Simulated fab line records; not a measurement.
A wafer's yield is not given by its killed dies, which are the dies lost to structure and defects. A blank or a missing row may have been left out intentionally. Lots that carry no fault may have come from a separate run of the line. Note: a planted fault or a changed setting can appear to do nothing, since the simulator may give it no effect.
Matching of chambers + flow gf180mcu + GF_PASSIVATION_CVD_00 on pecvd-01 has 3 sister chambers
The step deposits SiO2 from TEOS, target thk 1000 nm, time 111.95 s. 16 wafers are shown with their chamber, then 8 later ones without.

WAFERS, EACH WITH ITS CHAMBER
| wafer  | chamber | heaterPowerW (W) |
|--------|---------|------------------|
| L074.2 | 2       | 578              |
| L074.4 | 2       | 650              |
| L074.5 | 0       | 649              |
| L077.2 | 1       | 679              |
| L077.5 | 2       | 642              |
| L077.6 | 1       | 715              |
| L081.3 | 0       | 660              |
| L081.4 | 1       | 601              |
| L081.6 | 0       | 542              |
| L082.1 | 0       | 659              |
| L082.3 | 0       | 667              |
| L082.6 | 0       | 525              |
| L083.1 | 0       | 649              |
| L083.3 | 2       | 711              |
| L083.4 | 0       | 679              |
| L090.1 | 1       | 677              |

SIGNATURES, as means of the wafers listed above
| reading      | chamber 0 | chamber 1 | chamber 2 | scatter within a chamber |
|--------------|-----------|-----------|-----------|--------------------------|
| heaterPowerW | 628.75    | 668.00    | 645.25    | 56                       |
Rule: for a wafer and a chamber, the distance is found by dividing, reading by reading, the gap between the wafer's reading and the chamber's mean by the reading's scatter, squaring, summing and taking the root. If the next closest chamber is less than 2 further off than the closest, the wafer can't be placed; otherwise it belongs to the closest. The scatter: take each reading less its chamber's mean, square it, sum over the shown wafers, divide by the number of wafers less the number of chambers, and take the root.

WAFERS WITH NO CHAMBER GIVEN
| wafer  | heaterPowerW (W) |
|--------|------------------|
| L090.2 | 584              |
| L090.5 | 716              |
| L092.1 | 629              |
| L092.2 | 638              |
| L092.4 | 684              |
| L094.1 | 642              |
| L094.5 | 686              |
| L094.6 | 719              |

WHICH CHAMBER EACH ONE RAN IN
| wafer  | from the rows above          | in truth |
|--------|------------------------------|----------|
| L090.2 | can't be placed: 0 or 2 or 1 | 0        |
| L090.5 | can't be placed: 1 or 2 or 0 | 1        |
| L092.1 | can't be placed: 0 or 2 or 1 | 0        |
| L092.2 | can't be placed: 2 or 0 or 1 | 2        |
| L092.4 | can't be placed: 1 or 2 or 0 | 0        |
| L094.1 | can't be placed: 2 or 0 or 1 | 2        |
| L094.5 | can't be placed: 1 or 2 or 0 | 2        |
| L094.6 | can't be placed: 1 or 2 or 0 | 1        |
Placed correctly: 0 of 8. These rows do not allow placing 8 (true chamber among the candidates in 8). Placed wrongly: 0.
